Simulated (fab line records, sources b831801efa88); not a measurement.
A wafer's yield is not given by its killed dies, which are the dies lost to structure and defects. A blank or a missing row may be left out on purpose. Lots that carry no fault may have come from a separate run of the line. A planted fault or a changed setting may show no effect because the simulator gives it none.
Chamber matching + flow gf180mcu + 4 sister chambers for GF_V5_CMP_04 on cmp-02
The step polishes SiO2. 4 wafers are shown with their chamber, then 9 later ones without.

== WAFERS PAIRED WITH THEIR CHAMBERS ==
| wafer  | chamber | motor current A (A) |
|--------|---------|---------------------|
| L377.1 | 0       | 10.3                |
| L384.1 | 2       | 10.9                |
| L384.3 | 1       | 11.4                |
| L384.4 | 3       | 11.3                |

== WAFERS MISSING THEIR CHAMBER ==
| wafer  | motor current A (A) |
|--------|---------------------|
| L385.1 | 11.9                |
| L385.3 | 12.0                |
| L385.6 | 11.8                |
| L386.4 | 11.6                |
| L386.5 | 12.2                |
| L386.6 | 10.3                |
| L387.1 | 11.4                |
| L387.2 | 10.7                |
| L387.4 | 11.0                |

== EACH ONE'S CHAMBER ==
| wafer  | from the rows above               | in truth |
|--------|-----------------------------------|----------|
| L385.1 | can't be placed: 1 or 3 or 2      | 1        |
| L385.3 | can't be placed: 1 or 3 or 2      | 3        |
| L385.6 | can't be placed: 1 or 3 or 2      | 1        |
| L386.4 | can't be placed: 1 or 3 or 2      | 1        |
| L386.5 | can't be placed: 1 or 3 or 2      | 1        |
| L386.6 | can't be placed: 0 or 2           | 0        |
| L387.1 | can't be placed: 1 or 3 or 2      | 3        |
| L387.2 | can't be placed: 2 or 0 or 3 or 1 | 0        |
| L387.4 | can't be placed: 2 or 3 or 1 or 0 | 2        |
Correctly placed: 0 of 9. From these rows, 9 cannot be placed; in 9 the true chamber is one of the candidates. 0 placed wrongly.
How it was worked out, from the rows above alone: a wafer's distance from a chamber is the root of the sum, over the readings, of the square of ((its reading less the chamber's mean) divided by the reading's scatter). The wafer belongs to the nearest chamber; if the next one is less than 2 further off, it can't be placed. For every chamber, the mean is computed from those of its wafers that are shown. The scatter: with one shown wafer a chamber, the root of the mean of the squares of how far each hidden wafer lies from its nearest shown one.
